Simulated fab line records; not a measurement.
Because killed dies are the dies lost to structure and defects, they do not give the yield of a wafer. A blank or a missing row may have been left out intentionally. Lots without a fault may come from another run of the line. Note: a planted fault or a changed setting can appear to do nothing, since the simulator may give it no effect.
fab line records -- flow sfq_line
[record] lots = 7, wafers = 21, last_day = 94
route steps=325 shown M2@102 I2@103
lots that met no fault: from a run of the same line without faults
start_h: hours from the record's opening day to when the first of the lot's shown wafers began -- wait_h: time in hours since the lot's previous step -- " unchanged from the row above -- L1.1+2: several wafers, shown together as one row -- - no value, or no start given -- * or withheld: withheld -- < > ~ a bound
route shown NAME@n: a module of which the file shows steps, and the number in the route of the first -- usual: mean/standard deviation of fault-free wafers -- same: alike in all rows -- chamber/n: place in a boat -- sites: per-site readings -- _std_site: the values' standard deviation -- _edge_site: outer sites' mean less inner sites' -- radius_mm: for every site, how far away it sits from the centre of the wafer -- mask NAME#n: copy n -- behind: the last tool/chamber to shape the wafer -- hold: why the lot was held/for how many hours/how that ended -- device: the transistor (n, p or np) that didn't switch -- end of line: tests of these same wafers at the route's end -- for a step that has no rows: nothing shown but its recipe -- killed: count of dies lost to structure and defects at first sort (not the wafer's yield) -- map: dies across one wafer; x = killed, . = not, _ = none there
set.NAME: the setting the step ran with; set.NAME@STEP: the setting that earlier step ran with -- model.NAME: the simulator's own value behind a step, which no gauge read
lots at some steps of the route; a table a step, a row a wafer
services: the hour from which a tool's chamber was out of use, counted from the record's first day as start_h (under 0 if before that day), plus the number of hours and why
[[steps]]
[step SFQ_TRILAYER_M2_STRIP_SOLV_CLEAN_062]
[recipe] chemistry = NMP, temp_c = 70, time_s = 600
[step SFQ_TRILAYER_I2_DEP_PECVD_063]
[recipe] material = SiO2, temp_c = 150, time_s = 111.11, pressure_torr = 2.4, rf_w = 183.3, precursor = SiH4/N2O, target_thk_nm = 500
[usual] heater_power_w = 89/19, throttle_valve_pct = 25.3/0.85
lot.wafer,tool,chamber,start_h,wait_h,heater_power_w,throttle_valve_pct
L472.3,pecvd-02,0,511.99,0.0,72,23.5
L472.5,pecvd-02,1,511.99,0.0,70,25.2
L472.6,pecvd-02,2,511.99,0.0,58,23.7
L473.1,pecvd-03,0,531.71,0.0,115,25.1
L473.2,pecvd-03,1,531.71,0.0,89,26.1
L473.5,pecvd-03,2,531.71,0.0,96,25.4
L474.1,pecvd-03,1,538.92,0.0,99,26.4
L474.2,pecvd-03,2,538.92,0.0,99,25.8
L474.3,pecvd-03,0,538.92,0.0,123,25.0
L482.1,pecvd-03,1,618.38,0.0,86,26.4
L482.3,pecvd-03,1,618.38,0.0,91,26.6
L482.6,pecvd-03,0,618.38,0.0,108,25.1
L483.4,pecvd-04,2,623.22,0.0,55,24.9
L483.5,pecvd-04,2,623.22,0.0,58,25.3
L483.6,pecvd-04,0,623.22,0.0,102,24.5
L484.3,pecvd-04,2,636.72,0.0,62,24.9
L484.5,pecvd-04,0,636.72,0.0,85,24.3
L484.6,pecvd-04,2,636.72,0.0,64,25.0
L485.2,pecvd-04,2,645.12,0.0,60,24.9
L485.3,pecvd-04,1,645.12,0.0,78,26.1
L485.4,pecvd-04,2,645.12,0.0,63,24.8
[step SFQ_TRILAYER_I2_CMP_CMP_064]
[recipe] material = SiO2, down_force_psi = 3, platen_rpm = 60, pad_velocity_m_s = 0.94248
[usual] motor_current_A = 10.2/0.9, time_to_endpoint_s = 216/8.5
lot.wafer,tool,chamber,start_h,wait_h,motor_current_A,time_to_endpoint_s
L472.3,cmp-02,2,519.81,7.8,9.0,224
L472.6,cmp-02,1,521.31,9.2,10.5,213
L472.5,cmp-02,2,521.31,9.2,9.3,220
L473.1,cmp-02,0,540.81,9.1,10.3,218
L473.2,cmp-02,1,540.81,9.1,10.9,211
L473.5,cmp-02,3,542.31,10.5,10.4,218
L474.1,cmp-02,3,546.31,7.4,10.6,209
L474.3,cmp-02,1,547.31,8.4,10.1,206
L474.2,cmp-02,2,547.31,8.4,8.9,217
L482.3,cmp-01,0,625.62,7.2,8.5,204
L482.1,cmp-01,1,625.62,7.2,11.9,206
L482.6,cmp-01,2,625.62,7.2,10.2,217
L483.4,cmp-01,1,631.62,8.4,11.8,213
L483.5,cmp-01,3,632.62,9.3,10.3,210
L483.6,cmp-01,0,632.62,9.3,9.4,206
L484.3,cmp-01,0,644.12,7.4,9.1,212
L484.6,cmp-01,1,644.12,7.4,11.7,212
L484.5,cmp-01,2,644.12,7.4,10.5,232
L485.3,cmp-02,0,650.51,5.3,9.8,222
L485.4,cmp-02,1,650.51,5.3,10.3,202
L485.2,cmp-02,3,652.01,6.8,9.9,208
[step SFQ_I2_BOW_MEAS_917]
[recipe] mode = bow
[usual] I2_BOW = 1/8.6
lot.wafer,tool,chamber,start_h,wait_h,I2_BOW[um]
L472.3,film_metro-02,-,522.35,2.0,1
L472.5,film_metro-02,-,522.35,2.0,-3
L472.6,film_metro-02,-,522.35,2.0,-3
L473.1,film_metro-02,-,543.31,2.0,7
L473.2,film_metro-02,-,543.31,2.0,10
L473.5,film_metro-02,-,543.31,2.0,-9
L474.1,film_metro-04,-,549.31,2.5,-5
L474.2,film_metro-04,-,549.31,2.5,-15
L474.3,film_metro-04,-,549.31,2.5,-3
L482.1,film_metro-01,-,627.62,1.0,-12
L482.3,film_metro-01,-,627.62,1.0,3
L482.6,film_metro-01,-,627.62,1.0,-1
L483.4,film_metro-02,-,633.68,1.6,17
L483.5,film_metro-02,-,633.68,1.6,10
L483.6,film_metro-02,-,633.68,1.6,14
L484.3,film_metro-02,-,645.66,1.0,2
L484.5,film_metro-02,-,645.66,1.0,9
L484.6,film_metro-02,-,645.66,1.0,-3
L485.2,film_metro-04,-,653.53,1.0,5
L485.3,film_metro-04,-,653.53,1.0,4
L485.4,film_metro-04,-,653.53,1.0,-2
[step SFQ_TRILAYER_I2_METRO_MEASURE_065]
[usual] thk_nm = 200.4/1.2
lot.wafer,tool,chamber,start_h,wait_h,thk_nm
L472.3,film_metro-02,-,522.83,0.5,201.6
L472.5,film_metro-02,-,522.83,0.5,201.5
L472.6,film_metro-02,-,522.83,0.5,199.6
L473.1,film_metro-02,-,543.43,0.1,200.3
L473.2,film_metro-02,-,543.43,0.1,199.1
L473.5,film_metro-02,-,543.43,0.1,200.1
L474.1,film_metro-04,-,549.43,0.1,199.4
L474.2,film_metro-04,-,549.43,0.1,199.5
L474.3,film_metro-04,-,549.43,0.1,198.8
L482.1,film_metro-01,-,627.74,0.1,199.6
L482.3,film_metro-01,-,627.74,0.1,199.2
L482.6,film_metro-01,-,627.74,0.1,200.3
L483.4,film_metro-02,-,634.34,0.6,200.6
L483.5,film_metro-02,-,634.34,0.6,199.3
L483.6,film_metro-02,-,634.34,0.6,199.4
L484.3,film_metro-02,-,646.14,0.5,201.1
L484.5,film_metro-02,-,646.14,0.5,203.1
L484.6,film_metro-02,-,646.14,0.5,200.6
L485.2,film_metro-04,-,653.83,0.3,200.8
L485.3,film_metro-04,-,653.83,0.3,201.6
L485.4,film_metro-04,-,653.83,0.3,199.5
[step SFQ_TRILAYER_I2_VIA_LITHO_COAT_072]
[recipe] resist = BARC, spin_rpm = 3000, resist_thk_nm = 62
[step SFQ_TRILAYER_I2_VIA_LITHO_COAT_067]
[recipe] resist = KrF, spin_rpm = 3000, resist_thk_nm = 650
[step SFQ_TRILAYER_I2_VIA_LITHO_SOFTBAKE_071]
[recipe] temp_c = withheld, time_s = withheld, resist = KrF
[step SFQ_TRILAYER_I2_VIA_LITHO_EXPOSE_068]
[recipe] mask_id = I2, na = 0.6, source_shape = conventional, sigma_outer = 0.65, target_cd_nm = 500, dose_mj = 21.3
[step SFQ_TRILAYER_I2_VIA_LITHO_PEB_070]
[recipe] peb_temp_c = 115, peb_time_s = 60, resist = KrF
[step SFQ_TRILAYER_I2_VIA_LITHO_DEVELOP_069]
[recipe] time_s = 60, resist = KrF
[step SFQ_I2_OVL_MEAS_918]
[usual] I2_OVL = 3/5.5
lot.wafer,tool,chamber,start_h,wait_h,I2_OVL[nm]
L472.3,overlay-02,-,600.98,0.1,11
L472.5,overlay-02,-,600.98,0.1,9
L472.6,overlay-02,-,600.98,0.1,-1
L473.1,overlay-02,-,618.97,0.1,-2
L473.2,overlay-02,-,618.97,0.1,-4
L473.5,overlay-02,-,618.97,0.1,2
L474.1,overlay-02,-,623.77,0.1,4
L474.2,overlay-02,-,623.77,0.1,1
L474.3,overlay-02,-,623.77,0.1,-4
L482.1,overlay-02,-,688.89,0.1,1
L482.3,overlay-02,-,688.89,0.1,7
L482.6,overlay-02,-,688.89,0.1,9
L483.4,overlay-02,-,693.71,0.1,-10
L483.5,overlay-02,-,693.71,0.1,-10
L483.6,overlay-02,-,693.71,0.1,-4
L484.3,overlay-01,-,702.11,0.1,2
L484.5,overlay-01,-,702.11,0.1,-4
L484.6,overlay-01,-,702.11,0.1,-5
L485.2,overlay-01,-,704.50,0.1,6
L485.3,overlay-01,-,704.50,0.1,7
L485.4,overlay-01,-,704.50,0.1,-1
[step SFQ_TRILAYER_I2_VIA_BARC_OPEN_VIA_ETCH_096]
[recipe] mask_material = PR, chemistry = O2, target_depth_nm = 125, target = BARC, source_w = 500, bias_w = 80, pressure_mtorr = 30, time_s = 41.7
[usual] chamber_pressure_mTorr = 29.998/0.026, drypump_motor_current_A = 5.6/0.39, oes_product_au = 0.685/0.0046
lot.wafer,tool,chamber,start_h,wait_h,chamber_pressure_mTorr,drypump_motor_current_A,oes_product_au,rf_hours_counter_h
L472.3,rie_diel-04,0,601.00,0.0,35.999,5.0,0.689,79
L472.5,rie_diel-04,1,601.00,0.0,36.012,5.2,0.687,-
L472.6,rie_diel-04,2,601.00,0.0,35.980,6.0,0.686,-
L473.1,rie_diel-04,1,619.00,0.0,36.014,5.2,0.683,24
L473.2,rie_diel-04,2,619.00,0.0,36.042,6.0,0.686,60
L473.5,rie_diel-04,2,619.00,0.0,36.017,6.0,0.694,-
L474.1,rie_diel-04,3,623.80,0.0,36.010,5.6,0.687,4
L474.2,rie_diel-04,1,623.80,0.0,35.988,5.2,0.682,24
L474.3,rie_diel-04,2,623.80,0.0,35.989,6.0,0.684,60
L482.1,rie_diel-02,1,688.93,0.0,29.983,5.5,0.689,2
L482.3,rie_diel-02,3,688.93,0.0,30.005,5.2,0.690,58
L482.6,rie_diel-02,3,688.93,0.0,30.004,5.2,0.686,-
L483.4,rie_diel-02,2,693.73,0.0,30.009,6.3,0.691,61
L483.5,rie_diel-02,1,693.73,0.0,30.005,5.5,0.681,-
L483.6,rie_diel-02,0,693.73,0.0,29.994,5.6,0.689,-
L484.3,rie_diel-01,0,702.13,0.0,29.970,5.2,0.686,10
L484.5,rie_diel-01,1,702.13,0.0,29.986,6.1,0.682,-
L484.6,rie_diel-01,0,702.13,0.0,29.973,5.2,0.681,-
L485.2,rie_diel-04,3,704.53,0.0,30.024,5.6,0.678,6
L485.3,rie_diel-04,0,704.53,0.0,29.993,5.0,0.684,1
L485.4,rie_diel-04,0,704.53,0.0,30.008,5.0,0.686,-
[step SFQ_TRILAYER_I2_VIA_ETCH_VIA_ETCH_070]
[recipe] target = SiO2, stop_on = Nb, mask_material = PR, taper_deg = 20, chemistry = CHF3, target_depth_nm = 260, source_w = 500, bias_w = 80, pressure_mtorr = 30, time_s = withheld
[usual] chamber_pressure_mTorr = 29.999/0.024, drypump_motor_current_A = 5.6/0.39, oes_product_au = 0.856/0.0048
lot.wafer,tool,chamber,start_h,wait_h,chamber_pressure_mTorr,drypump_motor_current_A,oes_product_au
L472.3,rie_diel-04,0,601.04,0.0,30.017,5.0,0.846
L472.5,rie_diel-04,1,601.04,0.0,30.012,5.1,0.859
L472.6,rie_diel-04,2,601.04,0.0,30.030,6.0,0.849
L473.1,rie_diel-04,1,619.04,0.0,30.014,5.2,0.859
L473.2,rie_diel-04,2,619.04,0.0,30.027,6.0,0.855
L473.5,rie_diel-04,2,619.04,0.0,30.024,6.0,0.861
L474.1,rie_diel-04,3,623.84,0.0,30.025,5.7,0.857
L474.2,rie_diel-04,1,623.84,0.0,30.031,5.2,0.853
L474.3,rie_diel-04,2,623.84,0.0,30.022,6.0,0.851
L482.1,rie_diel-02,1,688.97,0.0,29.993,5.5,0.855
L482.3,rie_diel-02,3,688.97,0.0,29.952,5.2,0.854
L482.6,rie_diel-02,3,688.97,0.0,29.998,5.3,0.863
L483.4,rie_diel-02,2,693.77,0.0,30.015,6.3,0.856
L483.5,rie_diel-02,1,693.77,0.0,29.999,5.4,0.851
L483.6,rie_diel-02,0,693.77,0.0,30.029,5.6,0.862
L484.3,rie_diel-01,0,702.17,0.0,29.996,5.2,0.864
L484.5,rie_diel-01,1,702.17,0.0,30.008,6.1,0.864
L484.6,rie_diel-01,0,702.17,0.0,30.007,5.2,0.845
L485.2,rie_diel-04,3,704.57,0.0,30.011,5.6,0.855
L485.3,rie_diel-04,0,704.57,0.0,30.016,5.0,0.855
L485.4,rie_diel-04,0,704.57,0.0,29.990,5.0,0.852
[[services]]
tool,chamber,start_h,hours,kind
film_metro-02,-,493.20,1.7,pm
rie_diel-04,1,500.09,4.6,repair
cmp-02,-,501.67,2.2,repair
rie_diel-04,0,502.93,15.7,repair
rie_diel-04,3,512.85,2.9,repair
film_metro-02,-,517.63,0.2,pm
rie_diel-02,0,532.10,7.1,repair
cmp-01,-,534.14,5.4,pm
pecvd-03,2,543.05,9.3,repair
cmp-01,-,569.59,4.0,repair
rie_diel-02,1,578.79,7.2,repair
rie_diel-02,2,579.15,2.9,repair
cmp-02,-,579.31,4.0,pm
cmp-02,-,583.31,4.2,pm
rie_diel-02,3,587.19,17.6,repair
cmp-01,-,596.25,0.5,repair
pecvd-03,2,608.65,31.0,repair
pecvd-04,-,609.82,2.8,pm
rie_diel-04,0,610.47,5.3,repair
pecvd-04,1,622.56,7.6,repair
pecvd-04,2,623.93,3.1,repair
pecvd-04,0,625.78,6.8,repair
cmp-02,-,692.89,0.3,repair
rie_diel-04,1,702.71,10.5,repair
[[key]]
[first_sign] step = SFQ_TRILAYER_I2_VIA_BARC_OPEN_VIA_ETCH_096, reading = chamber_pressure_mTorr, direction = up, sigmas = 99+, usual = 29.998, struck = 36.006
effect none on later readings
met_at SFQ_TRILAYER_I2_VIA_BARC_OPEN_VIA_ETCH_096
struck_wafers L472.3,L472.5,L472.6,L473.1,L473.2,L473.5,L474.1,L474.2,L474.3
[fault] kind = process_parameter_drift, tool = rie_diel-04, chamber = -, onset_h = 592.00, steps = SFQ_TRILAYER_I2_VIA_BARC_OPEN_VIA_ETCH_096, channel = pressure_mtorr, offset = 6, shape = step, end_h = 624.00, acts_in = these_recipes_only, stated = 30
